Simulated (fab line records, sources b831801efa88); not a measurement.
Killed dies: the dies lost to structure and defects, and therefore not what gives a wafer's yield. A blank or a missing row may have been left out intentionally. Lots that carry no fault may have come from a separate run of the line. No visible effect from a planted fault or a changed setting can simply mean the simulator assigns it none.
Problem report, 8D (eight disciplines) form, completed by code | flow gf180mcu | the parts of the form that need people (team, actions taken, sign-off) are left out

1. THE PROBLEM
Mean V2_CVD_00_THK at GF_V2_THK_MEAS_01: 514 nm over 12 wafers in 4 lots; fault-free wafers: 597 nm, standard deviation 6.5. That is -13 standard deviations from the usual mean.
The first sign was on wafer L910.1 at day 22 09:33, on film-metro-04. Wafers with a number at this step in the record: 36, from 12 lots. By rule, "out" or "out of limits" means more than 4 standard deviations away from the usual mean. The rest of the wafers with a number are treated as sound.

2. WHAT IT IS AND WHAT IT IS NOT
question                    | is                           | is not
which readings at this step | V2_CVD_00_THK                | -
which lots                  | L910, L912, L916, L917       | L905, L906, L907, L909, L913, L921, L922, L924
which wafers of those lots  | all that have a number       | -
read on which gauges        | film-metro-01, film-metro-04 | film-metro-03
when                        | from day 22 09:33            | up to then (12 sound wafers); but 12 sound wafers of L913, L921, L922, L924 came after

3. WHAT RULES OUT EACH SUSPECT
Counting: a tool at a process step up to the reading stays a suspect if it ran every lot that is out and no sound lot after the first of them.
- ruled out: the gauge at GF_V2_THK_MEAS_01. 2 gauges (film-metro-01, film-metro-04) read the wafers that are out.
- hdpcvd-01 at GF_V2_CVD_00 (deposits SiO2, target thk 600 nm, time 100 s): kept. Every lot that is out went through it, starting with L910 (day 22 09:29), and after that it ran no sound lot; the last sound lot it ran before then is L909 (day 21 19:49).
The count leaves hdpcvd-01 at GF_V2_CVD_00.

4. THE CAUSE (what the simulator had put in)
Site profile drift: hdpcvd-01, from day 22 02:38 on, at GF_V2_CVD_00. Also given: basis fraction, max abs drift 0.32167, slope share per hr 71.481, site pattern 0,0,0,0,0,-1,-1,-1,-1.
After counting, this tool was the only one left.

5. SEQUENCE OF EFFECTS, ordered by route
Each row: a reading whose mean over the struck wafers that have a number lies more than 3 standard deviations from the usual. Scope: only readings with a usual standard deviation given in the record; hours: median across lots of the time from each lot's start at the first step in this table that gives one to its start at this step; sigmas: change in usual standard deviations.
hours | step              | reading       | usual  | on struck wafers | change | sigmas
0     | GF_V2_THK_MEAS_01 | V2_CVD_00_THK | 597 nm | 514              | -83    | -13

6. WHAT WOULD HAVE CAUGHT IT SOONER
In this record the first reading out of limits at a measuring or inspecting step was taken at day 22 09:33, 7 hours after the fault began at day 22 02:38.
L912, L916, L917, from the lots that are out (4), started GF_V2_CVD_00 on hdpcvd-01 later than day 22 09:33. A hold on the tool at that time would have spared those 3.
